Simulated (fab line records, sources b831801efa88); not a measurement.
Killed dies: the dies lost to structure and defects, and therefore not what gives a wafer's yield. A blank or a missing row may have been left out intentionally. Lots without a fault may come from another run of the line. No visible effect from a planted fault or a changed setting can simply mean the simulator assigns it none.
Chamber matching || flow sky130 || 4 sister chambers for SKY_LI_CONTACT_CMP_24 on cmp-01
The step polishes, stops on PSG, t overpolish 20 s, target thk 0 nm. 20 wafers are shown with their chamber, then 10 later ones without.

## WAFERS, EACH WITH ITS CHAMBER
{"wafer": "L105.1", "chamber": 1, "motor-current-A (A)": 11.2, "time-to-endpoint-s (s)": 102, "slurry-flow-ml-min": 149.9}
{"wafer": "L105.2", "chamber": 0, "motor-current-A (A)": 11.3, "time-to-endpoint-s (s)": 105, "slurry-flow-ml-min": 150.1}
{"wafer": "L105.5", "chamber": 2, "motor-current-A (A)": 10.6, "time-to-endpoint-s (s)": 103, "slurry-flow-ml-min": 150.3}
{"wafer": "L106.2", "chamber": 1, "motor-current-A (A)": 10.9, "time-to-endpoint-s (s)": 96, "slurry-flow-ml-min": 150.0}
{"wafer": "L106.4", "chamber": 2, "motor-current-A (A)": 10.7, "time-to-endpoint-s (s)": 99, "slurry-flow-ml-min": 149.5}
{"wafer": "L106.5", "chamber": 2, "motor-current-A (A)": 10.6, "time-to-endpoint-s (s)": 98, "slurry-flow-ml-min": 150.8}
{"wafer": "L107.1", "chamber": 1, "motor-current-A (A)": 11.0, "time-to-endpoint-s (s)": 95, "slurry-flow-ml-min": 149.7}
{"wafer": "L107.5", "chamber": 0, "motor-current-A (A)": 10.9, "time-to-endpoint-s (s)": 96, "slurry-flow-ml-min": 150.1}
{"wafer": "L107.6", "chamber": 1, "motor-current-A (A)": 10.6, "time-to-endpoint-s (s)": 96, "slurry-flow-ml-min": 149.1}
{"wafer": "L108.1", "chamber": 1, "motor-current-A (A)": 10.8, "time-to-endpoint-s (s)": 91, "slurry-flow-ml-min": 149.3}
{"wafer": "L108.3", "chamber": 3, "motor-current-A (A)": 10.4, "time-to-endpoint-s (s)": 94, "slurry-flow-ml-min": 150.0}
{"wafer": "L108.5", "chamber": 0, "motor-current-A (A)": 11.8, "time-to-endpoint-s (s)": 98, "slurry-flow-ml-min": 150.3}
{"wafer": "L113.3", "chamber": 2, "motor-current-A (A)": 11.1, "time-to-endpoint-s (s)": 102, "slurry-flow-ml-min": 150.7}
{"wafer": "L113.5", "chamber": 3, "motor-current-A (A)": 10.6, "time-to-endpoint-s (s)": 101, "slurry-flow-ml-min": 150.3}
{"wafer": "L113.6", "chamber": 0, "motor-current-A (A)": 11.7, "time-to-endpoint-s (s)": 101, "slurry-flow-ml-min": 149.5}
{"wafer": "L114.2", "chamber": 2, "motor-current-A (A)": 10.7, "time-to-endpoint-s (s)": 99, "slurry-flow-ml-min": 150.3}
{"wafer": "L114.3", "chamber": 1, "motor-current-A (A)": 10.7, "time-to-endpoint-s (s)": 97, "slurry-flow-ml-min": 149.0}
{"wafer": "L114.6", "chamber": 2, "motor-current-A (A)": 10.6, "time-to-endpoint-s (s)": 102, "slurry-flow-ml-min": 149.7}
{"wafer": "L122.1", "chamber": 1, "motor-current-A (A)": 10.9, "time-to-endpoint-s (s)": 94, "slurry-flow-ml-min": 150.2}
{"wafer": "L122.4", "chamber": 3, "motor-current-A (A)": 10.7, "time-to-endpoint-s (s)": 95, "slurry-flow-ml-min": 149.5}

SIGNATURES, as means of the wafers listed above
{"reading": "motor-current-A", "chamber 0": 11.425, "chamber 1": 10.871, "chamber 2": 10.717, "chamber 3": 10.567, "scatter within a chamber": 0.247}
{"reading": "time-to-endpoint-s", "chamber 0": 100.00, "chamber 1": 95.86, "chamber 2": 100.50, "chamber 3": 96.67, "scatter within a chamber": 3.19}
{"reading": "slurry-flow-ml-min", "chamber 0": 150.000, "chamber 1": 149.600, "chamber 2": 150.217, "chamber 3": 149.933, "scatter within a chamber": 0.459}
Rule: a wafer's distance from a chamber is the root of the sum, over the readings, of the square of ((its reading less the chamber's mean) divided by the reading's scatter). If the next closest chamber is less than 2 further off than the closest, the wafer can't be placed; otherwise it belongs to the closest. The scatter: the root of (the sum of the squares of (reading less its chamber's mean) over the shown wafers, divided by (wafers less chambers)).

## WAFERS MISSING THEIR CHAMBER
{"wafer": "L122.6", "motor-current-A (A)": 10.9, "time-to-endpoint-s (s)": 95, "slurry-flow-ml-min": 149.5}
{"wafer": "L124.2", "motor-current-A (A)": 11.0, "time-to-endpoint-s (s)": 99, "slurry-flow-ml-min": 150.3}
{"wafer": "L124.5", "motor-current-A (A)": 11.3, "time-to-endpoint-s (s)": 100, "slurry-flow-ml-min": 150.1}
{"wafer": "L124.6", "motor-current-A (A)": 10.5, "time-to-endpoint-s (s)": 99, "slurry-flow-ml-min": 149.8}
{"wafer": "L127.1", "motor-current-A (A)": 11.3, "time-to-endpoint-s (s)": 98, "slurry-flow-ml-min": 150.3}
{"wafer": "L127.3", "motor-current-A (A)": 10.9, "time-to-endpoint-s (s)": 98, "slurry-flow-ml-min": 149.9}
{"wafer": "L127.6", "motor-current-A (A)": 11.4, "time-to-endpoint-s (s)": 99, "slurry-flow-ml-min": 149.0}
{"wafer": "L126.1", "motor-current-A (A)": 11.3, "time-to-endpoint-s (s)": 93, "slurry-flow-ml-min": 150.7}
{"wafer": "L126.2", "motor-current-A (A)": 10.3, "time-to-endpoint-s (s)": 94, "slurry-flow-ml-min": 149.7}
{"wafer": "L126.3", "motor-current-A (A)": 11.9, "time-to-endpoint-s (s)": 99, "slurry-flow-ml-min": 150.2}

## EACH ONE'S CHAMBER
{"wafer": "L122.6", "from the rows above": "can't be placed: 1 or 3", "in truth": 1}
{"wafer": "L124.2", "from the rows above": "can't be placed: 2 or 0 or 1 or 3", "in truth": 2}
{"wafer": "L124.5", "from the rows above": "can't be placed: 0 or 2 or 1", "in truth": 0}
{"wafer": "L124.6", "from the rows above": "can't be placed: 3 or 2 or 1", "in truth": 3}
{"wafer": "L127.1", "from the rows above": "can't be placed: 0 or 1 or 2", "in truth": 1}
{"wafer": "L127.3", "from the rows above": "can't be placed: 1 or 2 or 3 or 0", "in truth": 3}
{"wafer": "L127.6", "from the rows above": "can't be placed: 0 or 1 or 2 or 3", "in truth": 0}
{"wafer": "L126.1", "from the rows above": "can't be placed: 0 or 1 or 2 or 3", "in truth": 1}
{"wafer": "L126.2", "from the rows above": "can't be placed: 3 or 1 or 2", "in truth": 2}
{"wafer": "L126.3", "from the rows above": 0, "in truth": 0}
Placed correctly: 1 of 10. These rows do not allow placing 9 (true chamber among the candidates in 9). Placed wrongly: 0.
